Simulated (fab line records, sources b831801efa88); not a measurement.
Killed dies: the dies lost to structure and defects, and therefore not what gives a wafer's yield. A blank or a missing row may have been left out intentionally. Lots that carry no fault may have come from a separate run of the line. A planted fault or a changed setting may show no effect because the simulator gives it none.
Comparing a struck lot with a sound one ; flow sfq line ; 41 out of 325 route steps
Sound: these wafers, L416.1, L416.2, L416.4. Struck: wafer L405.4. (L405.1 of the same lot was not struck and is left out.) The cause comes at the end.
At each step with rows: each side's tool, then ch and its chambers, then its first start. Under that, the readings that differ: sound wafers ; struck wafers ; difference of the means ; sigmas: that difference in standard deviations of wafers without a fault.
alike: words and numbers the same on both sides, and readings whose means are apart by under 2 such deviations; not compared: readings that were withheld, readings missing a value for some wafer, numbers with overlapping values and no deviation given by the record, and bounds like >300 which may hide the same value.
Wherever a step has rows on one side only, a row that says differs or no value, or a row with sigmas, the two part there. Numbers that don't overlap but have no deviation are shown without sigmas and don't part them. A reading missing from all wafers of one side parts the sides only when that side holds two or more wafers.

SFQ_I0_OVL_MEAS_908:
  sound on overlay-01 at day 15 10:49; struck on overlay-01 at day 11 18:09
  alike: I0_OVL
SFQ_TRILAYER_I0_VIA_BARC_OPEN_VIA_ETCH_046: etches BARC in O2, target depth 125 nm, time 41.7 s.
  sound on rie diel-02 ch 0,1,3, day 15 10:50; struck on rie diel-01 ch 1, day 11 18:11
reading;sound;struck;difference;sigmas
rf hours counter h (h);0 33 2;55;+43;
  alike: chamber pressure mTorr, drypump motor current A, oes product au
SFQ_TRILAYER_I0_VIA_ETCH_VIA_ETCH_034: etches SiO2 in CHF3, stops on Nb, target depth 260 nm.
  sound on rie diel-02 ch 0,1,3, day 15 10:53; struck on rie diel-01 ch 1, day 11 18:14
reading;sound;struck;difference;sigmas
chamber pressure mTorr (mTorr);29.959 29.939 29.948;30.120;+0.171;+7
  alike: drypump motor current A, oes product au
then, 4 steps without rows for these wafers: SFQ_TRILAYER_I0_VIA_STRIP_STRIP_035 (strips in O2); SFQ_TRILAYER_I0_VIA_STRIP_SOLV_CLEAN_036 (cleans in NMP, time 600 s); SFQ_TRILAYER_M1_DEP_PRE_CLEAN_038 (time 22.5 s); SFQ_TRILAYER_M1_DEP_SPUTTER_037 (material Nb, target thk 200 nm, time 133.3 s).
SFQ_M1_RS_MEAS_909: measurement is done with a four-point probe.
  sound on film metro-01 at day 15 11:53; struck on film metro-03 at day 11 19:25
  alike: M1_NB_RS
then, 3 steps without rows for these wafers: SFQ_TRILAYER_M1_LITHO_COAT_044 (resist thk 62 nm); SFQ_TRILAYER_M1_LITHO_COAT_039 (resist thk 600 nm); SFQ_TRILAYER_M1_LITHO_SOFTBAKE_043.
-- the record jumps here: 3 days lie between the struck wafers' starts before and after --
SFQ_TRILAYER_M1_LITHO_EXPOSE_040: exposes mask M1, target cd 500 nm.
  sound on krf scanner-01 ch 0, day 18 05:16; struck on krf scanner-01 ch 0, day 14 12:55
  alike: mask, stage vel mm s
then, 2 steps without rows for these wafers: SFQ_TRILAYER_M1_LITHO_PEB_042 (peb time 60 s); SFQ_TRILAYER_M1_LITHO_DEVELOP_041 (time 60 s).
SFQ_M1_OVL_MEAS_911:
  sound on overlay-02 at day 18 06:46; struck on overlay-02 at day 14 14:25
  alike: M1_OVL
SFQ_TRILAYER_M1_BARC_OPEN_METAL_ETCH_054: etches BARC in O2, target depth 125 nm, time 41.7 s.
  sound on rie metal-04 ch 0,1, day 18 06:47; struck on rie metal-02 ch 1, day 14 14:26
reading;sound;struck;difference;sigmas
model.M1.cd nm (nm);498.4 499.8 499.2;457.9;-41.2;
  alike: chamber pressure mTorr, drypump motor current A, oes product au
  not compared: rf hours counter h
SFQ_TRILAYER_M1_ETCH_METAL_ETCH_042: etches Nb in Cl2/Ar, stops on SiO2, target depth 240 nm, time 120 s.
  sound on rie metal-04 ch 0,1, day 18 06:51; struck on rie metal-02 ch 1, day 14 14:30
reading;sound;struck;difference;sigmas
model.M1.cd nm (nm);497.2 501.2 496.6;455.7;-42.6;
  alike: chamber pressure mTorr, drypump motor current A, oes product au
  not compared: rf hours counter h
then, 2 steps without rows for these wafers: SFQ_TRILAYER_M1_STRIP_STRIP_043 (strips in O2); SFQ_TRILAYER_M1_STRIP_SOLV_CLEAN_044 (cleans in NMP, time 600 s).
SFQ_TRILAYER_I1_DEP_PECVD_045: deposits SiO2 from SiH4/N2O, time 111.11 s, target thk 500 nm.
  sound on pecvd-01 ch 1,2, day 18 07:45; struck on pecvd-02 ch 1, day 14 15:24
  alike: heater power outer w, heater power w, throttle valve pct
  not compared: since wet clean h
SFQ_TRILAYER_I1_CMP_CMP_046: polishes SiO2.
  sound on cmp-01 ch 0,2,3, day 18 08:22; struck on cmp-01 ch 2, day 14 17:38
  alike: edge zone pressure frac, motor current A, slurry filter dp kPa, time to endpoint s
SFQ_I1_BOW_MEAS_912:
  sound on film metro-04 at day 18 11:22; struck on film metro-04 at day 14 20:38
reading;sound;struck;difference;sigmas
I1_BOW (um);-1 -15 -12;6;+15;+2
then, 7 steps without rows for these wafers: SFQ_TRILAYER_I1_METRO_MEASURE_047; SFQ_TRILAYER_I1_VIA_LITHO_COAT_054 (resist thk 62 nm); SFQ_TRILAYER_I1_VIA_LITHO_COAT_049 (resist thk 650 nm); SFQ_TRILAYER_I1_VIA_LITHO_SOFTBAKE_053; SFQ_TRILAYER_I1_VIA_LITHO_EXPOSE_050 (exposes mask I1, target cd 500 nm); SFQ_TRILAYER_I1_VIA_LITHO_PEB_052 (peb time 60 s); SFQ_TRILAYER_I1_VIA_LITHO_DEVELOP_051 (time 60 s).
-- the record jumps here: 4 days lie between the struck wafers' starts before and after --
SFQ_I1_OVL_MEAS_913:
  sound on overlay-01 at day 23 13:42; struck on overlay-02 at day 19 06:08
reading;sound;struck;difference;sigmas
I1_OVL (nm);7 7 1;-15;-20;-3
then, 5 steps without rows for these wafers: SFQ_TRILAYER_I1_VIA_BARC_OPEN_VIA_ETCH_071 (etches BARC in O2, target depth 125 nm, time 41.7 s); SFQ_TRILAYER_I1_VIA_ETCH_VIA_ETCH_052 (etches SiO2 in CHF3, stops on Nb, target depth 260 nm); SFQ_TRILAYER_I1_VIA_STRIP_STRIP_053 (strips in O2); SFQ_TRILAYER_I1_VIA_STRIP_SOLV_CLEAN_054 (cleans in NMP, time 600 s); SFQ_TRILAYER_M2_DEP_PRE_CLEAN_056 (time 22.5 s).
SFQ_TRILAYER_M2_DEP_SPUTTER_055: material Nb, target thk 200 nm, time 133.3 s.
  sound on pvd sputter-06 at day 23 14:42; struck on pvd sputter-04 at day 19 07:07
  alike: throttle valve pct
SFQ_M2_RS_MEAS_914: measurement is done with a four-point probe.
  sound on film metro-04 at day 23 14:47; struck on film metro-03 at day 19 07:13
reading;sound;struck;difference;sigmas
M2_NB_RS (ohm/sq);0.897 0.890 0.889;0.872;-0.020;-2
then, 3 steps without rows for these wafers: SFQ_TRILAYER_M2_LITHO_COAT_062 (resist thk 62 nm); SFQ_TRILAYER_M2_LITHO_COAT_057 (resist thk 600 nm); SFQ_TRILAYER_M2_LITHO_SOFTBAKE_061.
-- the record jumps here: 53 days lie between the struck wafers' starts before and after --
SFQ_M8_BOW_MEAS_951:
  sound on film metro-04 at day 74 01:31; struck on film metro-02 at day 71 21:22
reading;sound;struck;difference;sigmas
M8_BOW (um);4 -10 -6;32;+36;+3
model.etest.m1.ohm um;1.828 1.805 1.828;1.945;+0.125;

WHERE THEY PART
Last at SFQ_M8_BOW_MEAS_951 as far as this record goes, first at SFQ_TRILAYER_I0_VIA_ETCH_VIA_ETCH_034.

WHY: the cause the simulator had injected
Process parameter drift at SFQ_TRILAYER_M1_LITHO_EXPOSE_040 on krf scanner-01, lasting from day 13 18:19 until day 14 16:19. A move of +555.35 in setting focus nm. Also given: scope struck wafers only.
